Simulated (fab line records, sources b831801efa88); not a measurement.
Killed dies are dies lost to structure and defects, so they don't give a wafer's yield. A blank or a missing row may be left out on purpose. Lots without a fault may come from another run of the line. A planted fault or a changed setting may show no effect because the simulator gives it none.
Tool commonality check | flow sky130 | 12 lots, 36 wafers sampled

WHY IT WAS OPENED
At SKY_LDD_HVP_TW_MEAS_10 the reading LDD_HVP_TW is flagged on 2 of 12 lots. Wafers without a fault read 460, standard deviation 5.1.
Rule: a lot is flagged when every wafer of it that has a number lies more than 4 standard deviations from that mean, or none has a number. The other lots count as sound.

lot  | measured     | on            | LDD_HVP_TW, wafer by wafer | flag
L442 | day 21 03:25 | film_metro-01 | 461 460 461                |
L443 | day 21 23:50 | film_metro-01 | 460 463 461                |
L444 | day 22 03:34 | film_metro-03 | 461 463 463                |
L446 | day 23 08:07 | film_metro-03 | 416 417 415                | FLAGGED
L447 | day 23 17:03 | film_metro-03 | 417 416 419                | FLAGGED
L449 | day 24 07:40 | film_metro-02 | 451 454 456                |
L455 | day 26 11:46 | film_metro-02 | 454 454 455                |
L458 | day 27 20:43 | film_metro-02 | 459 456 459                |
L459 | day 28 01:10 | film_metro-01 | 459 461 460                |
L460 | day 28 08:31 | film_metro-02 | 453 457 451                |
L463 | day 29 01:43 | film_metro-03 | 467 466 464                |
L465 | day 30 06:51 | film_metro-03 | 467 465 464                |
The numbers of the flagged lots are 417 on average: -43 against the usual, or -8 standard deviations.

WHICH TOOL RAN EACH LOT
The record holds 2 process steps before the reading, out of a route of 708 steps. In each cell: the tool, then ch and the chambers that the sampled wafers went through, then the start.
lot  | flag    | SKY_POLY_GATE_ETCH_15              | SKY_LDD_HVP_IMPLANT_08
L442 |         | rie_diel-01 ch 0,3, day 15 22:53   | implanter-03 ch 0, day 21 03:10
L443 |         | rie_diel-01 ch 1,2,3, day 16 16:19 | implanter-03 ch 0, day 21 23:38
L444 |         | rie_diel-03 ch 0,3, day 16 22:04   | implanter-04 ch 0, day 22 03:19
L446 | FLAGGED | rie_diel-04 ch 0,2,3, day 17 21:50 | implanter-03 ch 0, day 23 07:54
L447 | FLAGGED | rie_diel-04 ch 0,1,2, day 18 08:13 | implanter-03 ch 0, day 23 16:50
L449 |         | rie_diel-01 ch 0,1,2, day 18 23:08 | implanter-04 ch 0, day 24 07:27
L455 |         | rie_diel-01 ch 0,2,3, day 21 07:14 | implanter-02 ch 0, day 26 11:31
L458 |         | rie_diel-04 ch 0,3, day 22 18:55   | implanter-04 ch 0, day 27 20:28
L459 |         | rie_diel-01 ch 0,1,3, day 22 22:28 | implanter-03 ch 0, day 28 00:56
L460 |         | rie_diel-04 ch 1,3, day 23 07:40   | implanter-03 ch 0, day 28 08:17
L463 |         | rie_diel-01 ch 0,2,3, day 24 01:29 | implanter-03 ch 0, day 29 01:28
L465 |         | rie_diel-04 ch 1,2,3, day 25 09:19 | implanter-04 ch 0, day 30 06:36
What these steps do:
- SKY_POLY_GATE_ETCH_15: etches BARC in N2/H2, stops on SiO2, time 118.5 s, target depth 110 nm.
- SKY_LDD_HVP_IMPLANT_08
- SKY_LDD_HVP_TW_MEAS_10

FLAGGED OVER TOTAL, TOOL BY TOOL (the gauges that took the reading come last)
step                   | tool          | lots run | flagged | share of the flagged lots | sound lots run after its first flagged lot
SKY_POLY_GATE_ETCH_15  | rie_diel-01   | 6        | 0       | none                      | -
SKY_POLY_GATE_ETCH_15  | rie_diel-03   | 1        | 0       | none                      | -
SKY_POLY_GATE_ETCH_15  | rie_diel-04   | 5        | 2       | all                       | 3 (L458,L460,L465)
SKY_LDD_HVP_IMPLANT_08 | implanter-02  | 1        | 0       | none                      | -
SKY_LDD_HVP_IMPLANT_08 | implanter-03  | 7        | 2       | all                       | 3 (L459,L460,L463)
SKY_LDD_HVP_IMPLANT_08 | implanter-04  | 4        | 0       | none                      | -
SKY_LDD_HVP_TW_MEAS_10 | film_metro-01 | 3        | 0       | none                      | -
SKY_LDD_HVP_TW_MEAS_10 | film_metro-02 | 4        | 0       | none                      | -
SKY_LDD_HVP_TW_MEAS_10 | film_metro-03 | 5        | 2       | all                       | 2 (L463,L465)

WHAT THE TABLE ALLOWS
3 rows of the table ran every flagged lot: rie_diel-04 at SKY_POLY_GATE_ETCH_15, implanter-03 at SKY_LDD_HVP_IMPLANT_08, film_metro-03 at SKY_LDD_HVP_TW_MEAS_10.
- rie_diel-04 at SKY_POLY_GATE_ETCH_15: 2 of its 5 lots flagged. Sound lots ran on it after the first flagged one (L458, L460, L465), which a lasting fault on the whole tool wouldn't allow.
- implanter-03 at SKY_LDD_HVP_IMPLANT_08: 2 of its 7 lots flagged. Sound lots ran on it after the first flagged one (L459, L460, L463), which a lasting fault on the whole tool wouldn't allow. Its own readings lie more than 4 standard deviations out on every wafer of the flagged lots: tilt_deg.
- film_metro-03 at SKY_LDD_HVP_TW_MEAS_10: 2 of its 5 lots flagged. Sound lots ran on it after the first flagged one (L463, L465), which a lasting fault on the whole tool wouldn't allow.
No row of the table ran every flagged lot and no sound lot after the first.

WHAT THE SIMULATOR HAD PUT IN
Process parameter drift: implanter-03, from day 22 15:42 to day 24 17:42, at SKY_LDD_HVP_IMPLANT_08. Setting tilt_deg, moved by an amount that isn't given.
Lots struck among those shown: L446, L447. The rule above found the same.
